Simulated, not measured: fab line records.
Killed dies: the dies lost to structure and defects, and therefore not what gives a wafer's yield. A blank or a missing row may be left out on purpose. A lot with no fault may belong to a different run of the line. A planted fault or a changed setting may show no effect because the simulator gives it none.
fab line records	flow sky130
[record] lots = 12	wafers = 36	last-day = 50
route steps=708 shown VIA1@472 PAD_OPEN@708
lots with no fault: from the same line, run without faults
start-h: start of the lot's first displayed wafer, in hours after the record's first day	wait-h: how many hours have passed since the lot's step before this one	" unchanged from the row above	L1.1+2: a single row standing in for several wafers	- no value, or no start was given	* or withheld: withheld	< > ~ a bound
route shown NAME@n: names a module that has steps shown in the file, with the first one's number in the route	usual: mean/standard deviation of fault-free wafers	same: alike in all rows	chamber/n: place in a boat	sites: the reading at each site	_std_site: their standard deviation	_edge_site: mean of outer sites minus mean of inner sites	radius-mm: how far each site lies from the wafer's centre	mask NAME#n: copy n	behind: tool/chamber where the wafer was last shaped	hold: cause of the lot's hold/its duration in hours/its outcome	device: whichever transistor did not switch (one of n, p or np)	end of line: the route-end tests of the same wafers	a step with no rows: only its recipe	killed: count of dies lost to structure and defects at first sort (not the wafer's yield)	map: shows each die of a wafer: x if killed, . if not, _ if none is there
set.NAME: the setting the step ran with; set.NAME@STEP: the setting that earlier step ran with	model.NAME: the simulator's own value behind a step, which no gauge read
route steps across a sampled set of lots; one table per step, one row per wafer
services: the hour from which a tool's chamber was out of use, counted from the record's first day as start-h (under 0 if before that day), plus the number of hours and why
[[steps]]
[step SKY_VIA1_ETCH_14]
[recipe] chemistry = N2/H2	target = BARC	ion-energy-ev = 200	source-w = 500	bias-w = 100	pressure-mtorr = 30	n2-flow-sccm = 100	h2-flow-sccm = 200	stop-on = SiO2	time-s = 45.9	target-depth-a = 600
[usual] drypump-motor-current-A = 5.8/0.32	oes-product-au = 0.854/0.0047	rf-fwd-power-W = 495.2/2	throttle-valve-pct = 13.225/0.0084
lot.wafer	tool	chamber	start-h	wait-h	drypump-motor-current-A	oes-product-au	rf-fwd-power-W	rf-hours-counter-h	throttle-valve-pct
L612.3	rie-diel-02	2	779.62	0.0	6.4	0.858	496.1	2	13.225
L612.4	"	1	"	"	5.5	0.856	492.1	1	13.217
L612.5	"	1	"	"	5.5	0.851	493.6	-	13.220
L614.1	rie-diel-04	1	786.78	0.0	5.8	0.855	497.9	0	13.235
L614.2	"	2	"	"	6.4	0.860	493.0	1	13.233
L614.6	"	2	"	"	6.4	0.850	492.4	-	13.209
L615.1	rie-diel-01	0	802.07	0.0	6.0	0.853	498.9	3	13.222
L615.5	"	1	"	"	6.0	0.856	490.9	-	13.225
L615.6	"	2	"	"	5.9	0.850	492.4	-	13.224
L616.1	rie-diel-02	1	806.96	0.0	5.5	0.845	493.9	2	13.222
L616.3	"	0	"	"	5.3	0.859	497.5	15	13.223
L616.6	"	3	"	"	6.0	0.853	493.8	-	13.222
L617.1	rie-diel-01	0	817.86	0.0	6.0	0.856	497.9	3	13.223
L617.4	"	3	"	"	5.6	0.860	495.0	22	13.208
L617.6	"	0	"	"	6.0	0.850	495.1	-	13.237
L620.2	rie-diel-01	0	836.03	0.0	6.0	0.863	500.2	4	13.216
L620.4	"	0	"	"	6.0	0.859	497.0	-	13.214
L620.6	"	3	"	"	5.6	0.854	493.2	-	13.235
L622.2	rie-diel-01	3	855.48	0.0	5.6	0.848	494.0	23	13.212
L622.3	"	1	"	"	6.0	0.857	494.1	5	13.222
L622.5	"	3	"	"	5.7	0.866	492.0	-	13.216
L628.1	rie-diel-01	3	901.28	0.0	5.6	0.866	493.5	25	13.233
L628.3	"	0	"	"	6.0	0.852	495.7	6	13.226
L628.4	"	2	"	"	6.0	0.723	493.3	17	13.223
L630.1	rie-diel-01	3	912.56	0.0	5.6	0.864	495.8	25	13.233
L630.4	"	2	"	"	5.9	0.728	489.7	17	13.236
L630.5	"	2	"	"	6.0	0.721	492.1	-	13.218
L632.2	rie-diel-04	0	933.42	0.0	5.9	0.848	494.8	11	13.213
L632.4	"	1	"	"	5.8	0.848	494.9	4	13.235
L632.6	"	0	"	"	5.9	0.857	495.1	-	13.222
L631.1	rie-diel-04	2	937.38	0.0	6.4	0.857	496.5	4	13.224
L631.4	"	0	"	"	5.9	0.854	492.8	11	13.220
L631.5	"	3	"	"	5.4	0.857	495.4	-	13.217
L635.2	rie-diel-04	0	950.52	0.0	5.9	0.859	492.5	11	13.230
L635.3	"	1	"	"	5.8	0.857	495.9	4	13.217
L635.5	"	3	"	"	5.5	0.856	495.7	-	13.223
[step SKY_VIA1_ETCH_15]
[recipe] target = SiO2	chemistry = C4F8/O2/Ar	target-depth-nm = 351	stop-on = TiN	mask-material = KrF-thick	source-w = 1500	bias-w = 1200	pressure-mtorr = 40	c4f8-flow-sccm = withheld	O2_flow_sccm = 6	Ar_flow_sccm = 300	time-s = 54
[usual] oes-product-au = 0.982/0.0055	rf-fwd-power-W = 1487/5.9
lot.wafer	tool	chamber	start-h	wait-h	oes-product-au	rf-fwd-power-W	rf-hours-counter-h
L612.3	rie-diel-02	2	779.66	0.0	0.986	1492	2
L612.4	"	1	"	"	0.984	1486	1
L612.5	"	1	"	"	0.990	1490	-
L614.1	rie-diel-04	1	786.82	0.0	0.979	1501	0
L614.2	"	2	"	"	0.968	1488	1
L614.6	"	2	"	"	0.975	1491	-
L615.1	rie-diel-01	0	802.11	0.0	0.981	1496	3
L615.5	"	1	"	"	0.978	1480	-
L615.6	"	2	"	"	0.982	1478	-
L616.1	rie-diel-02	1	807.00	0.0	0.983	1483	2
L616.3	"	0	"	"	0.983	1491	15
L616.6	"	3	"	"	0.983	1487	-
L617.1	rie-diel-01	0	817.90	0.0	0.983	1488	3
L617.4	"	3	"	"	0.976	1489	22
L617.6	"	0	"	"	0.982	1495	-
L620.2	rie-diel-01	0	836.07	0.0	0.983	1490	4
L620.4	"	0	"	"	0.983	1495	-
L620.6	"	3	"	"	0.990	1485	-
L622.2	rie-diel-01	3	855.52	0.0	0.986	1486	23
L622.3	"	1	"	"	0.983	1481	5
L622.5	"	3	"	"	0.984	1494	-
L628.1	rie-diel-01	3	901.32	0.0	0.986	1489	25
L628.3	"	0	"	"	0.981	1489	6
L628.4	"	2	"	"	0.380	1479	17
L630.1	rie-diel-01	3	912.60	0.0	0.988	1491	25
L630.4	"	2	"	"	0.367	1479	17
L630.5	"	2	"	"	0.368	1485	-
L632.2	rie-diel-04	0	933.46	0.0	0.986	1487	11
L632.4	"	1	"	"	0.976	1495	4
L632.6	"	0	"	"	0.978	1489	-
L631.1	rie-diel-04	2	937.42	0.0	0.979	1487	4
L631.4	"	0	"	"	0.976	1492	11
L631.5	"	3	"	"	0.974	1489	-
L635.2	rie-diel-04	0	950.56	0.0	0.986	1481	11
L635.3	"	1	"	"	0.978	1495	4
L635.5	"	3	"	"	0.974	1485	-
[step SKY_VIA1_STRIP_16]
[recipe] chemistry = O2/N2	power-w = 1400	pressure-mtorr = 1500	platen-temp-c = withheld	o2-flow-sccm = 3000	n2-flow-sccm = 300	overash-fraction = 0.5
[usual] drypump-motor-current-A = 5.7/0.52	oes-product-au = 0.416/0.005	strip-time-to-endpoint-s = 4.445/0.019
lot.wafer	tool	chamber	start-h	wait-h	drypump-motor-current-A	oes-product-au	rf-hours-counter-h	strip-time-to-endpoint-s
L612.3	plasma-asher-01	0	779.74	0.1	6.4	0.413	-	4.439
L612.4	"	1	"	"	5.0	0.411	-	4.456
L612.5	"	0	"	"	6.4	0.405	-	4.451
L614.1	plasma-asher-02	0	786.86	0.0	6.1	0.411	91	4.428
L614.2	"	1	"	"	5.5	0.410	91	4.467
L614.6	"	0	"	"	6.1	0.421	-	4.448
L615.1	plasma-asher-01	0	802.16	0.0	6.4	0.419	6	4.422
L615.5	"	0	"	"	6.4	0.415	-	4.445
L615.6	"	1	"	"	5.0	0.419	-	4.433
L616.1	plasma-asher-02	1	807.04	0.0	5.5	0.418	93	4.467
L616.3	"	0	"	"	6.1	0.416	-	4.457
L616.6	"	0	"	"	6.1	0.422	-	4.447
L617.1	plasma-asher-02	0	817.94	0.0	6.1	0.409	94	4.461
L617.4	"	1	"	"	5.5	0.418	-	4.450
L617.6	"	1	"	"	5.5	0.412	-	4.440
L620.2	plasma-asher-02	0	836.11	0.0	6.1	0.412	96	4.428
L620.4	"	0	"	"	6.1	0.419	-	4.424
L620.6	"	0	"	"	6.1	0.410	-	4.408
L622.2	plasma-asher-02	1	855.56	0.0	5.5	0.413	98	4.412
L622.3	"	0	"	"	6.1	0.415	-	4.416
L622.5	"	0	"	"	6.1	0.418	-	4.417
L628.1	plasma-asher-04	1	901.36	0.0	5.2	0.412	47	4.432
L628.3	"	0	"	"	6.1	0.421	-	4.418
L628.4	"	1	"	"	5.1	0.418	-	4.643
L630.1	plasma-asher-01	1	912.65	0.0	5.0	0.413	17	4.430
L630.4	"	0	"	"	6.4	0.428	-	4.649
L630.5	"	0	"	"	6.4	0.428	-	4.658
L632.2	plasma-asher-01	0	933.51	0.0	6.4	0.421	19	4.455
L632.4	"	1	"	"	5.0	0.412	-	4.463
L632.6	"	1	"	"	4.9	0.417	-	4.467
L631.1	plasma-asher-01	1	937.46	0.0	5.0	0.418	19	4.511
L631.4	"	1	"	"	5.0	0.416	-	4.483
L631.5	"	1	"	"	5.0	0.414	-	4.482
L635.2	plasma-asher-04	1	950.61	0.0	5.1	0.418	52	4.427
L635.3	"	0	"	"	6.1	0.412	-	4.420
L635.5	"	1	"	"	5.1	0.410	-	4.432
[step SKY_PAD_OPEN_PROBE_99]
[usual] defect-limited-yield = 82.5/1.9	killed_at_M0_to_M3 = 42/7.4	killed_at_M4_up = 3.4/1.8	killed-at-contacts = 25/5.4	killed-at-front-end = 15/4.4	killed-at-other = 0.2/0.52	killed-dies = 86/9.3	killed-on-rim = 17/3.9	killed-open = 47/7.6	killed-short = 39/6.5	sort_bin_3_pad_short = 0.9/0.46	sort_bin_5_function = 10.3/1.5	sort_bin_6_memory = 6.3/1.2	sort-n-pass = 406/9.3	sort-yield-pct = 82.5/1.9
[same] gross-dies = 492	killed-at-back-side = 0	sort_bin_4_leakage[%] = 0	sort_bin_8_speed[%] = 0
lot.wafer	tool	chamber	start-h	wait-h	defect-limited-yield[%]	killed_at_M0_to_M3	killed_at_M4_up	killed-at-contacts	killed-at-front-end	killed-at-other	killed-dies	killed-on-rim	killed-open	killed-short	sort_bin_3_pad_short[%]	sort_bin_5_function[%]	sort_bin_6_memory[%]	sort-n-pass	sort-yield-pct[%]
L628.1	prober-01	-	1160.47	0.1	81.7	45	3	26	16	0	90	17	53	37	0.6	10.8	6.9	402	81.7
L628.3	prober-01	-	1160.57	0.2	83.1	46	5	18	14	0	83	17	41	42	1.6	8.5	6.7	409	83.1
L628.4	prober-01	-	1160.62	0.2	0	445	2	22	22	1	492	96	41	39	0.4	91.7	7.9	0	0
L630.1	prober-01	-	1166.49	0.1	80.3	51	2	34	10	0	97	26	69	28	0.4	11.8	7.5	395	80.3
L630.4	prober-01	-	1166.64	0.2	0	457	3	20	12	0	492	96	44	33	1.6	93.3	5.1	0	0
L630.5	prober-01	-	1166.69	0.2	0	438	1	34	19	0	492	96	56	36	1.2	91.3	7.5	0	0
// killed by level:class
L628.1 VIA1:geometric-particle:open=10 LI_CONTACT:geometric-particle:open=9 CONTACT:geometric-particle:open=9 METAL2:geometric-particle:short=8 VIA3:geometric-particle:open=8 VIA1:geometric-particle:short=5 CONTACT:geometric-particle:short=3 METAL1:geometric-particle:short=3
L628.3 METAL2:geometric-particle:short=8 CONTACT:geometric-particle:open=7 VIA3:geometric-particle:open=7 METAL3:geometric-particle:short=7 VIA1:geometric-particle:open=6 VIA2:geometric-particle:open=6 METAL4:geometric-particle:short=5 FIELD_ISO:geometric-particle:short=4
L628.4 VIA1:area-etch=412 CONTACT:geometric-particle:open=7 FIELD_ISO:geometric-particle:open=6 VIA1:geometric-particle:open=6 LOCAL_INTERCONNECT:geometric-particle:short=5 VIA3:geometric-particle:open=5 FIELD_ISO:geometric-particle:short=4 POLY_GATE:geometric-particle:short=4
L630.1 VIA1:geometric-particle:open=18 CONTACT:geometric-particle:open=15 LI_CONTACT:geometric-particle:open=12 VIA1:geometric-particle:short=7 VIA2:geometric-particle:open=7 VIA3:geometric-particle:open=7 POLY_GATE:geometric-particle:short=3 CONTACT:geometric-particle:short=3
L630.4 VIA1:area-etch=415 VIA1:geometric-particle:open=11 LI_CONTACT:geometric-particle:open=7 CONTACT:geometric-particle:open=7 VIA2:geometric-particle:open=7 FIELD_ISO:geometric-particle:short=5 METAL2:geometric-particle:short=5 VIA1:geometric-particle:short=4
L630.5 VIA1:area-etch=400 CONTACT:geometric-particle:open=12 LI_CONTACT:geometric-particle:open=11 VIA2:geometric-particle:open=10 VIA1:geometric-particle:open=7 METAL1:geometric-particle:short=6 VIA3:geometric-particle:open=6 FIELD_ISO:geometric-particle:short=5
[[services]]
tool	chamber	start-h	hours	kind
rie-diel-04	-	765.29	14.6	pm
rie-diel-04	1	793.67	7.6	repair
plasma-asher-04	-	820.15	5.8	repair
rie-diel-01	1	827.46	6.3	repair
rie-diel-01	2	829.35	10.1	repair
plasma-asher-01	-	888.50	3.1	repair
rie-diel-02	1	893.04	2.9	repair
rie-diel-01	1	905.60	3.3	repair
plasma-asher-01	-	922.68	2.8	pm
rie-diel-02	3	939.96	7.9	repair
[[key]]
[first-sign] step = SKY_VIA1_ETCH_14	reading = oes-product-au	direction = down	sigmas = 28	usual = 0.854	struck = 0.724
[effect] step = SKY_VIA1_ETCH_15	reading = oes-product-au	direction = down	sigmas = 99+	usual = 0.982	struck = 0.372
[effect] step = SKY_VIA1_STRIP_16	reading = strip-time-to-endpoint-s	direction = up	sigmas = 11	usual = *	struck = *
[effect] step = SKY_PAD_OPEN_PROBE_99	reading = sort_bin_5_function	direction = up	sigmas = 55	usual = 10.3	struck = 92.1
[more-kills-born-at] SKY_VIA1_ETCH_14@rie-diel-01 = 1227
met-at SKY_VIA1_ETCH_14
struck-lots L628,L630
struck-wafers L628.4,L630.4,L630.5
later-rows-left-out L628.4,L630.4,L630.5
onset-between 855.48 901.28
[fault] kind = process-parameter-drift	tool = rie-diel-01	chamber = -	onset-h = 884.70	steps = SKY_VIA1_ETCH_14	channel = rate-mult	offset = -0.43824	shape = step	end-h = 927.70	scope = struck-wafers-only
// later-rows-left-out: the simulator's readings of these wafers behind a module that went badly wrong aren't trusted and aren't shown, but for the sort
